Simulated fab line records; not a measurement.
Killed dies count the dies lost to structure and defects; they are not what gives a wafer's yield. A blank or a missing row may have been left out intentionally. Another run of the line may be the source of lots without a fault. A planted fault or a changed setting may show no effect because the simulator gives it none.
Which tool did it? | flow sky130 | 12 lots, 36 wafers sampled, at 5 steps of a route of 708

== WHAT EACH GAUGE READ, for each wafer ==
SKY_LDD_HVN_TW_MEAS_10. Usual: for LDD_HVN_TW the level is 1429 and the standard deviation is 10.
lot  | measured     | on           | LDD_HVN_TW     | flag
L862 | day 20 10:02 | filmMetro-02 | 1411 1412 1413 | 
L863 | day 20 19:52 | filmMetro-01 | 1438 1433 1443 | 
L864 | day 21 09:19 | filmMetro-02 | 1418 1429 1431 | 
L876 | day 25 16:08 | filmMetro-01 | 1448 1441 1432 | 
L877 | day 26 05:44 | filmMetro-03 | 1423 1423 1417 | 
L879 | day 26 15:37 | filmMetro-01 | 1441 1434 1435 | 
L880 | day 26 21:05 | filmMetro-03 | 1415 1421 1422 | 
L881 | day 27 06:24 | filmMetro-01 | 1431 1437 1433 | 
L882 | day 27 12:41 | filmMetro-01 | 1428 1432 1440 | 
L883 | day 28 03:52 | filmMetro-01 | 1440 1431 1436 | 
L884 | day 28 17:49 | filmMetro-01 | 1433 1438 1437 | 
L885 | day 29 03:33 | filmMetro-02 | 1414 1419 1418 | 

SKY_LDD_HVP_TW_MEAS_10. Usual: for LDD_HVP_TW the level is 456 and the standard deviation is 4.6.
lot  | measured     | on           | LDD_HVP_TW  | flag
L862 | day 21 16:08 | filmMetro-03 | 454 454 455 | 
L863 | day 22 02:48 | filmMetro-04 | 570 572 570 | OFF
L864 | day 22 17:10 | filmMetro-02 | 558 559 559 | OFF
L876 | day 26 21:29 | filmMetro-03 | 449 454 450 | 
L877 | day 27 10:51 | filmMetro-03 | 460 460 460 | 
L879 | day 27 20:04 | filmMetro-02 | 453 449 448 | 
L880 | day 28 01:45 | filmMetro-02 | 451 452 454 | 
L881 | day 28 10:46 | filmMetro-02 | 451 452 453 | 
L882 | day 28 17:20 | filmMetro-03 | 455 458 458 | 
L883 | day 29 08:13 | filmMetro-03 | 456 459 456 | 
L884 | day 29 22:53 | filmMetro-02 | 449 448 453 | 
L885 | day 30 07:48 | filmMetro-02 | 451 454 453 | 

SKY_LI_CONTACT_OVL_MEAS_13. Usual: for LI_CONTACT_OVL the level is 0 nm and the standard deviation is 6.2.
lot  | measured     | on         | LI_CONTACT_OVL (nm) | flag
L862 | day 29 06:03 | overlay-02 | -9 -2 -6            | 
L863 | day 29 14:42 | overlay-02 | -2 -4 0             | 
L864 | day 30 04:06 | overlay-02 | -4 -3 -1            | 
L876 | day 33 23:19 | overlay-01 | -4 -9 5             | 
L877 | day 34 14:01 | overlay-01 | -7 2 -1             | 
L879 | day 34 23:58 | overlay-01 | 0 -2 -1             | 
L880 | day 35 01:10 | overlay-02 | 7 4 -8              | 
L881 | day 35 13:05 | overlay-01 | 7 -4 5              | 
L882 | day 35 19:19 | overlay-01 | -7 -1 1             | 
L883 | day 36 06:30 | overlay-01 | 4 5 3               | 
L884 | day 36 20:31 | overlay-02 | 7 3 17              | 
L885 | day 37 03:46 | overlay-02 | 2 2 3               | 

== TOOL THAT RAN EACH LOT (tool first, then ch and the chambers of the sampled wafers, then the start) ==
lot  | SKY_NWELL_STRIP_25                  | SKY_LDD_HVP_IMPLANT_08
L862 | plasmaAsher-01 ch 0,1, day 5 09:29  | implanter-02 ch 0, day 21 15:53
L863 | plasmaAsher-01 ch 0,1, day 5 17:52  | implanter-02 ch 0, day 22 02:14
L864 | plasmaAsher-01 ch 0,1, day 6 00:50  | implanter-04 ch 0, day 22 16:14
L876 | plasmaAsher-04 ch 0, day 8 20:26    | implanter-01 ch 0, day 26 21:14
L877 | plasmaAsher-01 ch 0,1, day 9 09:19  | implanter-04 ch 0, day 27 10:38
L879 | plasmaAsher-01 ch 1, day 9 16:14    | implanter-02 ch 0, day 27 19:49
L880 | plasmaAsher-01 ch 0,1, day 9 22:37  | implanter-01 ch 0, day 28 01:32
L881 | plasmaAsher-03 ch 0,1, day 10 06:18 | implanter-04 ch 0, day 28 10:32
L882 | plasmaAsher-01 ch 1, day 10 09:47   | implanter-01 ch 0, day 28 17:05
L883 | plasmaAsher-04 ch 1, day 11 00:05   | implanter-04 ch 0, day 29 07:58
L884 | plasmaAsher-04 ch 0,1, day 11 10:37 | implanter-04 ch 0, day 29 22:38
L885 | plasmaAsher-01 ch 0,1, day 11 16:16 | implanter-01 ch 0, day 30 07:35
- SKY_NWELL_STRIP_25: strips in O2/N2.
- SKY_LDD_HVP_IMPLANT_08

== WHAT THE TOOLS THEMSELVES READ (means of the sampled wafers that have a number; where no wafer has one, the mark that the record gives instead) ==
SKY_NWELL_STRIP_25. Usual: drypumpMotorCurrentA 5.87 A, standard deviation 0.28; oesProductAu 0.722 a.u., standard deviation 0.0046; stripTimeToEndpointS 36.99 s, standard deviation 0.14.
lot  | tool           | drypumpMotorCurrentA (A) | oesProductAu (a.u.) | stripTimeToEndpointS (s) | flag
L862 | plasmaAsher-01 | 5.69                     | 0.719               | 36.90                    | 
L863 | plasmaAsher-01 | 5.59                     | 0.723               | 36.91                    | 
L864 | plasmaAsher-01 | 5.58                     | 0.720               | 36.91                    | 
L876 | plasmaAsher-04 | 6.25                     | 0.724               | 37.04                    | 
L877 | plasmaAsher-01 | 5.62                     | 0.720               | 36.91                    | 
L879 | plasmaAsher-01 | 5.48                     | 0.725               | 37.16                    | 
L880 | plasmaAsher-01 | 5.59                     | 0.723               | 36.91                    | 
L881 | plasmaAsher-03 | 6.01                     | 0.726               | 36.92                    | 
L882 | plasmaAsher-01 | 5.46                     | 0.725               | 37.04                    | 
L883 | plasmaAsher-04 | 6.10                     | 0.722               | 37.08                    | 
L884 | plasmaAsher-04 | 6.17                     | 0.721               | 37.18                    | 
L885 | plasmaAsher-01 | 5.69                     | 0.720               | 37.20                    | 

SKY_LDD_HVP_IMPLANT_08. Usual: beamEnergyKeV reads 20.000 (standard deviation 0.0063).
lot  | tool         | beamEnergyKeV | flag
L862 | implanter-02 | 19.998        | 
L863 | implanter-02 | 20.002        | 
L864 | implanter-04 | 19.995        | 
L876 | implanter-01 | 20.003        | 
L877 | implanter-04 | 19.995        | 
L879 | implanter-02 | 19.999        | 
L880 | implanter-01 | 20.007        | 
L881 | implanter-04 | 19.996        | 
L882 | implanter-01 | 19.999        | 
L883 | implanter-04 | 19.999        | 
L884 | implanter-04 | 19.993        | 
L885 | implanter-01 | 20.003        | 

== THE ANSWER, worked out from the rows above alone ==
Rule: a lot counts as off when the mean over its wafers that have a number is more than 3 standard deviations away from the usual mean. Also off: a lot with no number at a reading for which 4 or more lots have one. Any other lot the step has rows for is counted as sound. After the gauges, taken in route order, come the tools' own readings; for these a lot's mean is taken, as printed above. The first step at which some lot is off is used, and at that step the reading that is off furthest; a lot without a number counts as furthest.
Off: L863, L864, seen at SKY_LDD_HVP_TW_MEAS_10 (LDD_HVP_TW).
If a tool, at a process step before that reading, ran all the lots that are off and no sound lot after the first of them, it fits. Gauges at SKY_LDD_HVP_TW_MEAS_10: tried the same way as those tools. No candidate that was tried fits.

== WHAT HAD BEEN PUT IN BY THE SIMULATOR ==
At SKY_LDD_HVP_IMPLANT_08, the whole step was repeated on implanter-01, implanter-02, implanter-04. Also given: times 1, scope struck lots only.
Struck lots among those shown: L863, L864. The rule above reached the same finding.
